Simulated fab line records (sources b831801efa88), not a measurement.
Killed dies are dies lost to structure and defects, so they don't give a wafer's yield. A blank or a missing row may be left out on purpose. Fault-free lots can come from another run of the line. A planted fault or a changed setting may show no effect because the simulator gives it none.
2 desks looking at one fault || flow sfq-line || every desk sees just its own numbers, and what lay behind them comes last

FROM THE METROLOGY DESK
Means of the sampled wafers that have a number, per lot and without regard to the tool the lot ran on: this is what the gauges read. A lot is out of limits, marked OUT, if its mean lies more than 4 standard deviations from the usual mean; the brackets give that distance.
Columns: A = I5_OVL at SFQ_I5_OVL_MEAS_936, usual 2 nm
{"lot": "L363", "first seen here": "day 69 13:25", "A": 0}
{"lot": "L364", "first seen here": "day 69 15:49", "A": 7}
{"lot": "L365", "first seen here": "day 69 17:53", "A": -3}
{"lot": "L366", "first seen here": "day 70 11:14", "A": 6}
{"lot": "L367", "first seen here": "day 70 15:48", "A": 4}
{"lot": "L368", "first seen here": "day 71 08:13", "A": -2}
{"lot": "L369", "first seen here": "day 71 17:11", "A": 3}
{"lot": "L370", "first seen here": "day 73 14:48", "A": -4}
{"lot": "L371", "first seen here": "day 73 18:23", "A": 2}
{"lot": "L372", "first seen here": "day 73 23:11", "A": -1}
{"lot": "L382", "first seen here": "day 80 05:04", "A": -3}
{"lot": "L383", "first seen here": "day 80 07:29", "A": 1}
{"lot": "L384", "first seen here": "day 80 11:04", "A": 11}
{"lot": "L385", "first seen here": "day 80 15:52", "A": 8}
{"lot": "L386", "first seen here": "day 80 19:28", "A": 7}
Finding of this desk: none of the 15 lots has anything out of limits.

TOOL OWNER'S DESK, cmp-02
The tool's own readings at SFQ_TRILAYER_I4_CMP_CMP_100 (polishes SiO2): means of the sampled wafers that have a number, for each lot that ran on this tool. A lot is out of limits, marked OUT, if its mean lies more than 4 standard deviations from the usual mean; the brackets give that distance.
Columns: A = edge-zone-pressure-frac at SFQ_TRILAYER_I4_CMP_CMP_100, usual 1.000; B = motor-current-A at SFQ_TRILAYER_I4_CMP_CMP_100, usual 10.2 A; C = slurry-filter-dp-kPa at SFQ_TRILAYER_I4_CMP_CMP_100, usual 13.51 kPa; D = time-to-endpoint-s at SFQ_TRILAYER_I4_CMP_CMP_100, usual 218 s
{"lot": "L367", "first seen here": "day 56 04:32", "A": 0.998, "B": 10.7, "C": 13.57, "D": 222}
{"lot": "L368", "first seen here": "day 57 01:33", "A": 1.004, "B": 10.3, "C": 13.62, "D": 219}
{"lot": "L369", "first seen here": "day 57 08:40", "A": 1.000, "B": 9.6, "C": 13.60, "D": 220}
{"lot": "L370", "first seen here": "day 59 09:41", "A": 1.002, "B": 10.5, "C": 13.71, "D": 226}
{"lot": "L371", "first seen here": "day 59 13:41", "A": 1.004, "B": 10.9, "C": 13.56, "D": 226}
{"lot": "L372", "first seen here": "day 59 18:41", "A": 1.002, "B": 9.0, "C": 13.49, "D": 231}
{"lot": "L383", "first seen here": "day 62 16:56", "A": 0.997, "B": 10.6, "C": 13.47, "D": 226}
{"lot": "L384", "first seen here": "day 62 19:56", "A": 0.999, "B": 10.2, "C": 13.54, "D": 221}
{"lot": "L385", "first seen here": "day 62 22:56", "A": 1.001, "B": 10.2, "C": 13.51, "D": 222}
Finding of this desk: none of the 9 lots has anything out of limits.

TAKEN TOGETHER
From the metrology desk's view, nothing was out of limits.
The tool owner's desk saw nothing out of limits.

WHAT THE SIMULATOR PUT IN
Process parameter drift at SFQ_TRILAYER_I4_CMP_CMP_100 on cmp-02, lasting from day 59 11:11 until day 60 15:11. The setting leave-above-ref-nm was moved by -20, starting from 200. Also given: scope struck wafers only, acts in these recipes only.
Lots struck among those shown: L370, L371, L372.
